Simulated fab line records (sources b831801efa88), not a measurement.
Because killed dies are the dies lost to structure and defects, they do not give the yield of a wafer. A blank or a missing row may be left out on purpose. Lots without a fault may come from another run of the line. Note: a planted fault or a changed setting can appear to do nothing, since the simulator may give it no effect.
fab line records + flow sky130
record
- lots=13
- wafers=39
- last-day=52
route steps=708 shown FIELD_ISO@24 NWELL@34 PWDE@55 VT_ADJUST_NCORE@128
lots that met no fault: taken from a fault-free run of the same line
start-h: start of the lot's first displayed wafer, in hours after the record's first day + wait-h: time in hours since the lot's previous step + " identical to the entry in the row above + L1.1+2: a single row standing in for several wafers + - no value, or no start given + * or withheld: withheld + < > ~ a bound
route shown NAME@n: names a module that has steps shown in the file, with the first one's number in the route + usual: average and standard deviation across the fault-free wafers + same: alike in all rows + chamber/n: place in a boat + sites: per-site readings + _std_site: standard deviation across them + _edge_site: the outer-site mean with the inner-site mean subtracted + radius-mm: how far each site lies from the wafer's centre + mask NAME#n: copy n + behind: the tool/chamber that last shaped the wafer + hold: why the lot was held/for how many hours/how that ended + device: transistor that didn't switch, given as n, p or np + end of line: the same wafers' tests at the end of the route + for a step that has no rows: nothing shown but its recipe + killed: the dies lost at the first sort to structure and to defects; this is not the yield of the wafer + map: a wafer's dies, marking killed ones x, the rest . and places with no die _
set.NAME: the setting as run; set.NAME@STEP: as run at that earlier step + model.NAME: the simulator's own value behind a step, which no gauge read
a sample of lots followed through the steps of the route, with each step as a table and each wafer as a row
services: from which hour (start-h, from the record's first day; less than 0 if before it) a tool's chamber was out of use, for how many hours, and why
## steps
# step SKY_FIELD_ISO_THK_MEAS_23
# recipe
- reads=SiO2_of_FIELD_ISO_OXIDATION_22
# usual
- FIELD_ISO_OXIDATION_01_THK=10.08/0.19
| lot.wafer | tool          | chamber | start-h | wait-h | FIELD_ISO_OXIDATION_01_THK[nm] |
|-----------|---------------|---------|---------|--------|--------------------------------|
| L164.1    | film-metro-01 | -       | 36.00   | 0.0    | 10.14                          |
| L164.3    | "             | -       | "       | "      | 10.17                          |
| L164.6    | "             | -       | "       | "      | 10.06                          |
| L166.1    | film-metro-04 | -       | 48.34   | 0.0    | 10.38                          |
| L166.3    | "             | -       | "       | "      | 10.43                          |
| L166.4    | "             | -       | "       | "      | 10.46                          |
| L167.2    | film-metro-01 | -       | 53.93   | 0.0    | 10.38                          |
| L167.4    | "             | -       | "       | "      | 10.42                          |
| L167.5    | "             | -       | "       | "      | 10.26                          |
| L171.2    | film-metro-03 | -       | 72.14   | 0.0    | 9.88                           |
| L171.3    | "             | -       | "       | "      | 10.09                          |
| L171.4    | "             | -       | "       | "      | 9.96                           |
| L172.2    | film-metro-04 | -       | 77.85   | 0.0    | 10.09                          |
| L172.4    | "             | -       | "       | "      | 10.11                          |
| L172.5    | "             | -       | "       | "      | 10.03                          |
| L178.1    | film-metro-03 | -       | 109.98  | 0.0    | 10.05                          |
| L178.2    | "             | -       | "       | "      | 9.94                           |
| L178.5    | "             | -       | "       | "      | 9.83                           |
| L179.1    | film-metro-01 | -       | 113.17  | 0.0    | 10.24                          |
| L179.5    | "             | -       | "       | "      | 10.23                          |
| L179.6    | "             | -       | "       | "      | 10.25                          |
| L180.1    | film-metro-04 | -       | 118.43  | 0.0    | 9.76                           |
| L180.3    | "             | -       | "       | "      | 9.83                           |
| L180.6    | "             | -       | "       | "      | 9.78                           |
| L181.2    | film-metro-01 | -       | 210.57  | 0.0    | 10.03                          |
| L181.4    | "             | -       | "       | "      | 10.02                          |
| L181.6    | "             | -       | "       | "      | 10.13                          |
| L182.2    | film-metro-03 | -       | 210.57  | 0.0    | 9.83                           |
| L182.4    | "             | -       | "       | "      | 9.78                           |
| L182.6    | "             | -       | "       | "      | 9.72                           |
| L183.2    | film-metro-03 | -       | 210.63  | 0.1    | 10.10                          |
| L183.3    | "             | -       | "       | "      | 10.30                          |
| L183.4    | "             | -       | "       | "      | 10.16                          |
| L186.2    | film-metro-01 | -       | 210.63  | 0.1    | 10.06                          |
| L186.3    | "             | -       | "       | "      | 10.18                          |
| L186.5    | "             | -       | "       | "      | 10.03                          |
| L185.2    | film-metro-01 | -       | 210.69  | 0.1    | 9.99                           |
| L185.4    | "             | -       | "       | "      | 10.21                          |
| L185.6    | "             | -       | "       | "      | 10.19                          |
# step SKY_NWELL_THK_MEAS_02
# recipe
- reads=SiO2_of_NWELL_OXIDATION_01
# usual
- NWELL_OXIDATION_THK=9.97/0.18
| lot.wafer | tool          | chamber | start-h | wait-h | NWELL_OXIDATION_THK[nm] |
|-----------|---------------|---------|---------|--------|-------------------------|
| L164.1    | film-metro-03 | -       | 41.32   | 0.0    | 10.09                   |
| L164.3    | "             | -       | "       | "      | 10.28                   |
| L164.6    | "             | -       | "       | "      | 10.14                   |
| L166.1    | film-metro-02 | -       | 52.68   | 0.0    | 10.12                   |
| L166.3    | "             | -       | "       | "      | 9.88                    |
| L166.4    | "             | -       | "       | "      | 9.79                    |
| L167.2    | film-metro-03 | -       | 58.53   | 0.0    | 10.06                   |
| L167.4    | "             | -       | "       | "      | 10.08                   |
| L167.5    | "             | -       | "       | "      | 9.94                    |
| L171.2    | film-metro-02 | -       | 79.25   | 0.0    | 10.10                   |
| L171.3    | "             | -       | "       | "      | 10.00                   |
| L171.4    | "             | -       | "       | "      | 10.13                   |
| L172.2    | film-metro-02 | -       | 83.65   | 0.0    | 10.19                   |
| L172.4    | "             | -       | "       | "      | 10.04                   |
| L172.5    | "             | -       | "       | "      | 10.10                   |
| L178.1    | film-metro-02 | -       | 114.56  | 0.0    | 10.07                   |
| L178.2    | "             | -       | "       | "      | 10.11                   |
| L178.5    | "             | -       | "       | "      | 10.25                   |
| L179.1    | film-metro-02 | -       | 118.97  | 0.0    | 10.20                   |
| L179.5    | "             | -       | "       | "      | 10.20                   |
| L179.6    | "             | -       | "       | "      | 10.23                   |
| L180.1    | film-metro-03 | -       | 122.52  | 0.0    | 10.14                   |
| L180.3    | "             | -       | "       | "      | 10.11                   |
| L180.6    | "             | -       | "       | "      | 9.91                    |
| L181.2    | film-metro-02 | -       | 228.44  | 0.0    | 9.99                    |
| L181.4    | "             | -       | "       | "      | 10.04                   |
| L181.6    | "             | -       | "       | "      | 9.90                    |
| L182.2    | film-metro-03 | -       | 228.44  | 0.0    | 9.70                    |
| L182.4    | "             | -       | "       | "      | 9.67                    |
| L182.6    | "             | -       | "       | "      | 9.68                    |
| L183.2    | film-metro-01 | -       | 228.44  | 0.0    | 9.83                    |
| L183.3    | "             | -       | "       | "      | 9.88                    |
| L183.4    | "             | -       | "       | "      | 9.72                    |
| L185.2    | film-metro-01 | -       | 228.50  | 0.1    | 9.73                    |
| L185.4    | "             | -       | "       | "      | 9.73                    |
| L185.6    | "             | -       | "       | "      | 9.74                    |
| L186.2    | film-metro-03 | -       | 228.50  | 0.1    | 9.98                    |
| L186.3    | "             | -       | "       | "      | 9.81                    |
| L186.5    | "             | -       | "       | "      | 9.90                    |
# step SKY_PWDE_TW_MEAS_10
# usual
- PWDE_TW=372/3.3
| lot.wafer | tool          | chamber | start-h | wait-h | PWDE_TW |
|-----------|---------------|---------|---------|--------|---------|
| L164.1    | film-metro-02 | -       | 72.82   | 0.1    | 371     |
| L164.3    | "             | -       | "       | "      | 370     |
| L164.6    | "             | -       | "       | "      | 370     |
| L166.1    | film-metro-01 | -       | 84.93   | 0.1    | 371     |
| L166.3    | "             | -       | "       | "      | 371     |
| L166.4    | "             | -       | "       | "      | 373     |
| L167.2    | film-metro-01 | -       | 91.04   | 0.1    | 372     |
| L167.4    | "             | -       | "       | "      | 369     |
| L167.5    | "             | -       | "       | "      | 372     |
| L171.2    | film-metro-02 | -       | 114.79  | 0.1    | 368     |
| L171.3    | "             | -       | "       | "      | 367     |
| L171.4    | "             | -       | "       | "      | 368     |
| L172.2    | film-metro-02 | -       | 118.04  | 0.1    | 370     |
| L172.4    | "             | -       | "       | "      | 369     |
| L172.5    | "             | -       | "       | "      | 369     |
| L178.1    | film-metro-01 | -       | 145.09  | 0.1    | 371     |
| L178.2    | "             | -       | "       | "      | 370     |
| L178.5    | "             | -       | "       | "      | 372     |
| L179.1    | film-metro-02 | -       | 148.97  | 0.1    | 371     |
| L179.5    | "             | -       | "       | "      | 372     |
| L179.6    | "             | -       | "       | "      | 372     |
| L180.1    | film-metro-02 | -       | 151.87  | 0.1    | 370     |
| L180.3    | "             | -       | "       | "      | 373     |
| L180.6    | "             | -       | "       | "      | 370     |
| L183.2    | film-metro-03 | -       | 267.78  | 0.1    | 376     |
| L183.3    | "             | -       | "       | "      | 375     |
| L183.4    | "             | -       | "       | "      | 377     |
| L181.2    | film-metro-01 | -       | 267.98  | 0.1    | 366     |
| L181.4    | "             | -       | "       | "      | 365     |
| L181.6    | "             | -       | "       | "      | 367     |
| L182.2    | film-metro-03 | -       | 268.93  | 0.1    | 377     |
| L182.4    | "             | -       | "       | "      | 374     |
| L182.6    | "             | -       | "       | "      | 378     |
| L186.2    | film-metro-03 | -       | 271.48  | 0.1    | 374     |
| L186.3    | "             | -       | "       | "      | 376     |
| L186.5    | "             | -       | "       | "      | 376     |
| L185.2    | film-metro-02 | -       | 271.83  | 0.1    | 371     |
| L185.4    | "             | -       | "       | "      | 375     |
| L185.6    | "             | -       | "       | "      | 374     |
# step SKY_VT_ADJUST_NCORE_IMPLANT_09
# recipe
- species=B
- energy-kev=10
- dose-cm2=2.4e+12
- tilt-deg=withheld
# usual
- beam-energy-keV=10.000/0.0028
- beam-on-s=10.01/0.22
- dose-ions-cm2=2.4004e+12/2.6e+09
- faraday-current-uA=13.52/0.3
| lot.wafer | tool         | chamber | start-h | wait-h | beam-energy-keV | beam-on-s | dose-ions-cm2 | faraday-current-uA |
|-----------|--------------|---------|---------|--------|-----------------|-----------|---------------|--------------------|
| L164.1    | implanter-03 | 0       | 165.39  | 0.0    | 10.004          | 9.79      | 2.3999e+12    | 13.76              |
| L164.3    | "            | 0       | "       | "      | 10.003          | 10.17     | 2.4026e+12    | 13.30              |
| L164.6    | "            | 0       | "       | "      | 10.0000         | 10.25     | 2.3991e+12    | 13.28              |
| L166.1    | implanter-03 | 0       | 173.96  | 0.0    | 9.9983          | 9.80      | 3.4548e+12    | 19.94              |
| L166.3    | "            | 0       | "       | "      | 10.001          | 9.85      | 3.456e+12     | 19.75              |
| L166.4    | "            | 0       | "       | "      | 10.004          | 10.05     | 3.4571e+12    | 19.42              |
| L167.2    | implanter-04 | 0       | 178.44  | 0.0    | 9.9983          | 10.39     | 2.4028e+12    | 12.95              |
| L167.4    | "            | 0       | "       | "      | 10.001          | 10.47     | 2.3985e+12    | 12.94              |
| L167.5    | "            | 0       | "       | "      | 9.9998          | 9.95      | 2.4008e+12    | 13.64              |
| L171.2    | implanter-04 | 0       | 192.42  | 0.0    | 9.9952          | 9.89      | 2.3976e+12    | 13.70              |
| L171.3    | "            | 0       | "       | "      | 10.002          | 10.23     | 2.3971e+12    | 13.27              |
| L171.4    | "            | 0       | "       | "      | 9.9944          | 10.04     | 2.3964e+12    | 13.48              |
| L172.2    | implanter-03 | 0       | 197.44  | 0.0    | 9.9952          | 9.72      | 3.4607e+12    | 20.08              |
| L172.4    | "            | 0       | "       | "      | 9.9960          | 10.19     | 3.4599e+12    | 19.10              |
| L172.5    | "            | 0       | "       | "      | 9.9962          | 9.89      | 3.4646e+12    | 19.73              |
| L178.1    | implanter-04 | 0       | 228.86  | 0.0    | 10.006          | 10.01     | 2.4014e+12    | 13.49              |
| L178.2    | "            | 0       | "       | "      | 10.001          | 9.61      | 2.4004e+12    | 14.11              |
| L178.5    | "            | 0       | "       | "      | 10.001          | 10.18     | 2.4028e+12    | 13.24              |
| L179.1    | implanter-01 | 0       | 234.66  | 0.0    | 9.9975          | 10.02     | 2.3991e+12    | 13.45              |
| L179.5    | "            | 0       | "       | "      | 9.9986          | 10.18     | 2.401e+12     | 13.31              |
| L179.6    | "            | 0       | "       | "      | 9.9991          | 9.87      | 2.3982e+12    | 13.66              |
| L180.1    | implanter-01 | 0       | 237.19  | 0.0    | 9.9995          | 10.03     | 2.401e+12     | 13.51              |
| L180.3    | "            | 0       | "       | "      | 9.9974          | 10.00     | 2.3997e+12    | 13.51              |
| L180.6    | "            | 0       | "       | "      | 10.002          | 9.90      | 2.4006e+12    | 13.64              |
| L183.2    | implanter-03 | 0       | 428.82  | 0.0    | 10.000          | 10.01     | 2.3992e+12    | 13.51              |
| L183.3    | "            | 0       | "       | "      | 10.004          | 10.01     | 2.397e+12     | 13.56              |
| L183.4    | "            | 0       | "       | "      | 10.001          | 9.96      | 2.3982e+12    | 13.57              |
| L181.2    | implanter-01 | 0       | 428.97  | 0.0    | 9.9996          | 9.99      | 2.4005e+12    | 13.55              |
| L181.4    | "            | 0       | "       | "      | 9.9972          | 9.77      | 2.4042e+12    | 13.89              |
| L181.6    | "            | 0       | "       | "      | 10.000          | 10.16     | 2.4026e+12    | 13.41              |
| L182.2    | implanter-03 | 0       | 429.72  | 0.0    | 9.9972          | 10.09     | 2.4019e+12    | 13.40              |
| L182.4    | "            | 0       | "       | "      | 9.9987          | 10.15     | 2.4018e+12    | 13.38              |
| L182.6    | "            | 0       | "       | "      | 10.000          | 10.16     | 2.4005e+12    | 13.26              |
| L186.2    | implanter-03 | 0       | 430.62  | 0.0    | 9.9970          | 10.38     | 2.3975e+12    | 13.01              |
| L186.3    | "            | 0       | "       | "      | 10.001          | 9.98      | 2.3966e+12    | 13.49              |
| L186.5    | "            | 0       | "       | "      | 10.001          | 10.19     | 2.3945e+12    | 13.28              |
| L185.2    | implanter-03 | 0       | 431.52  | 0.0    | 9.9995          | 10.16     | 2.3981e+12    | 13.36              |
| L185.4    | "            | 0       | "       | "      | 10.004          | 10.03     | 2.398e+12     | 13.53              |
| L185.6    | "            | 0       | "       | "      | 10.005          | 9.94      | 2.3963e+12    | 13.56              |
# step SKY_VT_ADJUST_NCORE_TW_MEAS_11
# usual
- VT_ADJUST_NCORE_TW=218.6/2.2
| lot.wafer | tool          | chamber | start-h | wait-h | VT_ADJUST_NCORE_TW |
|-----------|---------------|---------|---------|--------|--------------------|
| L164.1    | film-metro-03 | -       | 165.64  | 0.1    | 221.8              |
| L164.3    | "             | -       | "       | "      | 223.2              |
| L164.6    | "             | -       | "       | "      | 222.0              |
| L166.1    | film-metro-04 | -       | 174.21  | 0.1    | 245.3              |
| L166.3    | "             | -       | "       | "      | 244.6              |
| L166.4    | "             | -       | "       | "      | 246.3              |
| L167.2    | film-metro-04 | -       | 178.67  | 0.1    | 222.1              |
| L167.4    | "             | -       | "       | "      | 221.8              |
| L167.5    | "             | -       | "       | "      | 221.7              |
| L171.2    | film-metro-01 | -       | 192.65  | 0.1    | 217.0              |
| L171.3    | "             | -       | "       | "      | 217.9              |
| L171.4    | "             | -       | "       | "      | 216.9              |
| L172.2    | film-metro-03 | -       | 197.67  | 0.1    | 247.2              |
| L172.4    | "             | -       | "       | "      | 247.0              |
| L172.5    | "             | -       | "       | "      | 246.6              |
| L178.1    | film-metro-03 | -       | 229.11  | 0.1    | 220.7              |
| L178.2    | "             | -       | "       | "      | 220.8              |
| L178.5    | "             | -       | "       | "      | 219.3              |
| L179.1    | film-metro-04 | -       | 234.91  | 0.1    | 216.7              |
| L179.5    | "             | -       | "       | "      | 216.9              |
| L179.6    | "             | -       | "       | "      | 215.7              |
| L180.1    | film-metro-01 | -       | 237.44  | 0.1    | 215.9              |
| L180.3    | "             | -       | "       | "      | 217.0              |
| L180.6    | "             | -       | "       | "      | 215.9              |
| L183.2    | film-metro-04 | -       | 429.05  | 0.1    | 216.4              |
| L183.3    | "             | -       | "       | "      | 216.3              |
| L183.4    | "             | -       | "       | "      | 216.9              |
| L181.2    | film-metro-03 | -       | 429.20  | 0.1    | 219.3              |
| L181.4    | "             | -       | "       | "      | 220.4              |
| L181.6    | "             | -       | "       | "      | 220.8              |
| L182.2    | film-metro-03 | -       | 429.95  | 0.1    | 219.1              |
| L182.4    | "             | -       | "       | "      | 219.8              |
| L182.6    | "             | -       | "       | "      | 219.6              |
| L186.2    | film-metro-01 | -       | 430.85  | 0.1    | 218.0              |
| L186.3    | "             | -       | "       | "      | 217.7              |
| L186.5    | "             | -       | "       | "      | 216.8              |
| L185.2    | film-metro-01 | -       | 431.75  | 0.1    | 216.5              |
| L185.4    | "             | -       | "       | "      | 215.8              |
| L185.6    | "             | -       | "       | "      | 215.8              |
## services
| tool         | chamber | start-h | hours | kind   |
|--------------|---------|---------|-------|--------|
| implanter-03 | -       | 240.34  | 2.8   | repair |
| implanter-01 | -       | 251.56  | 28.1  | repair |
| implanter-04 | -       | 271.72  | 43.5  | repair |
| implanter-01 | -       | 284.88  | 5.4   | pm     |
| implanter-04 | -       | 319.39  | 18.0  | pm     |
| implanter-03 | -       | 341.01  | 4.6   | pm     |
| implanter-04 | -       | 350.41  | 1.7   | repair |
| implanter-03 | -       | 414.34  | 2.0   | repair |
| implanter-03 | -       | 418.86  | 4.0   | pm     |
| implanter-04 | -       | 427.77  | 4.9   | pm     |
## key
first-sign
- step=SKY_VT_ADJUST_NCORE_IMPLANT_09
- reading=dose-ions-cm2
- direction=up
- sigmas=99+
- usual=*
- struck=*
effect
- step=SKY_VT_ADJUST_NCORE_IMPLANT_09
- reading=faraday-current-uA
- direction=up
- sigmas=21
- usual=13.52
- struck=19.67
effect
- step=SKY_VT_ADJUST_NCORE_TW_MEAS_11
- reading=VT_ADJUST_NCORE_TW
- direction=up
- sigmas=13
- usual=218.6
- struck=246.2
met-at SKY_VT_ADJUST_NCORE_IMPLANT_09
struck-lots L166,L172
tester-left-out L166,L172
not-acting-at SKY_FIELD_ISO_THK_MEAS_23,SKY_NWELL_THK_MEAS_02,SKY_PWDE_TW_MEAS_10
onset-between 165.39 173.96
fault
- kind=process-parameter-drift
- tool=implanter-03
- chamber=-
- onset-h=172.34
- steps=SKY_VT_ADJUST_NCORE_IMPLANT_09
- channel=dose-cm2
- offset=*
- shape=step
- end-h=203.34
- acts-in=*
- stated=*
# tester-left-out: of these lots the tester's yield and bins aren't shown, on N5 and GAA mostly nor the transistor test; their killed dies are dies lost to structure and defects alone, not to doping, threshold or leakage, so they don't give the yield
